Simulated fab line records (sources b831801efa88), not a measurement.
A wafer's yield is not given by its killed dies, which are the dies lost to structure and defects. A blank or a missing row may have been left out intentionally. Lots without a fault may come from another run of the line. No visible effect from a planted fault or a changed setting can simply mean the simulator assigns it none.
Code-filled problem report in 8D (eight disciplines) form -- flow sky130 -- the parts of the form that need people (team, actions taken, sign-off) are left out

== 1. THE ISSUE ==
Across 2 wafers from 2 lots, LDD_P_TW at SKY_LDD_P_TW_MEAS_11 averages 572, while fault-free wafers read 635 with a standard deviation of 9.5. Relative to the usual mean, that is a shift of -6.6 standard deviations.
Seen first at day 22 21:32 on film metro-02, wafer L540.6. At this step, 38 wafers from 13 lots have a number in the record. The rule behind "out" and "out of limits": a value lying over 4 standard deviations away from the usual mean. The other wafers with a number count as sound.

== 2. WHAT IT IS, WHAT IT ISN'T ==
question,is,is not
which readings at this step,LDD_P_TW,-
which lots,"L540, L542","L530, L533, L534, L535, L537, L538, L539, L549, L550, L551, L553"
which wafers of those lots,"L540.6, L542.6","L540.4, L542.4, L542.5"
read on which gauges,"film metro-02, film metro-03",film metro-01
when,from day 22 21:32,"up to then (22 sound wafers); but 14 sound wafers of L542, L549, L550, L551, L553 came after"

== 3. THE SUSPECTS, EACH WITH WHAT RULES IT OUT ==
Counting: if a tool at a process step up to the reading ran every lot that is out, it stays a suspect. Sound lots after the first of them don't rule it out here, since some wafers of a struck lot are sound.
- the gauge at SKY_LDD_P_TW_MEAS_11 is ruled out. The wafers that are out were read on 2 gauges (film metro-02, film metro-03).
- implanter-04 at SKY_LDD_P_IMPLANT_09: kept. It ran every lot that is out, first L540 (day 22 21:20); its last sound lot up to then is L539 (day 22 07:23).
After counting, what remains is implanter-04 at SKY_LDD_P_IMPLANT_09.

== 4. THE CAUSE (what the simulator had put in) ==
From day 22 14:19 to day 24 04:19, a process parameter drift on implanter-04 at SKY_LDD_P_IMPLANT_09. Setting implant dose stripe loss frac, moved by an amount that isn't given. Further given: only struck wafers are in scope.
Only this tool survived the counting.

== 5. THE EFFECT CHAIN, in route order ==
Each row: a reading where the mean over the struck wafers with a number is more than 3 standard deviations away from the usual. Only readings whose record carries a usual standard deviation are examined. hours: median over the lots of the time between each lot's start at the first step of this table that gives one and its start at this step. sigmas: the change, counted in usual standard deviations.
hours,step,reading,usual,on struck wafers,change,sigmas
0,SKY_LDD_P_TW_MEAS_11,LDD_P_TW,635,572,-62,-6.6

== 6. WHAT WOULD HAVE CAUGHT IT SOONER ==
The first out-of-limits reading at a measuring or inspecting step in this record came at day 22 21:32, 7 hours after the fault's start at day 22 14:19.
Among the 2 lots that are out, L542 began SKY_LDD_P_IMPLANT_09 on implanter-04 after day 22 21:32. Putting the tool on hold at that point would have spared it.
